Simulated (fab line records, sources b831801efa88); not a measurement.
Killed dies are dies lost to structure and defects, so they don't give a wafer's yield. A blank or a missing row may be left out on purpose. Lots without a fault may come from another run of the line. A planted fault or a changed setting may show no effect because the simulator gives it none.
Which tool did it? | flow sky130 | 11 lots, 33 wafers sampled, at 1 step of a route of 708

WHAT THE GAUGES READ, wafer by wafer
SKY_VIA1_OVL_MEAS_13. Usual: VIA1_OVL 1 nm, standard deviation 4.9.
lot  | measured     | on         | VIA1_OVL (nm) | flag
L260 | day 33 23:33 | overlay-01 | 6 8 4         |
L261 | day 34 07:27 | overlay-02 | 8 3 0         |
L262 | day 34 10:32 | overlay-02 | 7 5 13        |
L263 | day 35 00:02 | overlay-02 | 5 7 3         |
L264 | day 35 12:14 | overlay-01 | -14 -4 -14    |
L266 | day 35 20:41 | overlay-02 | 6 3 0         |
L268 | day 36 09:05 | overlay-01 | 4 2 5         |
L271 | day 37 21:08 | overlay-01 | 2 0 -1        |
L273 | day 38 09:25 | overlay-01 | -1 0 4        |
L275 | day 38 21:32 | overlay-02 | 0 -3 -7       |
L277 | day 39 11:44 | overlay-01 | -6 -6 3       |

WHICH TOOL RAN EACH LOT (tool, then ch and the chambers of the sampled wafers, then the start)
The record holds no process step before these readings.

WHAT THE TOOLS THEMSELVES READ (means of the sampled wafers that have a number; where no wafer has one, the mark that the record gives instead)
The record holds no such reading with a usual standard deviation.

THE ANSWER, worked out from the rows above alone
Rule: a lot is off if the mean of its wafers that have a number lies more than 3 standard deviations from the usual mean. A lot without any number at a reading at which 4 lots or more have one is off too. The other lots that the step has rows for count as sound. The gauges are gone through in route order, then the tools' own readings, and for those a lot's mean is taken as printed above. The first step at which some lot is off is used, and at that step the reading that is off furthest; a lot without a number counts as furthest.
No lot is off at any reading shown: from this, nothing can be told.

WHAT THE SIMULATOR HAD PUT IN
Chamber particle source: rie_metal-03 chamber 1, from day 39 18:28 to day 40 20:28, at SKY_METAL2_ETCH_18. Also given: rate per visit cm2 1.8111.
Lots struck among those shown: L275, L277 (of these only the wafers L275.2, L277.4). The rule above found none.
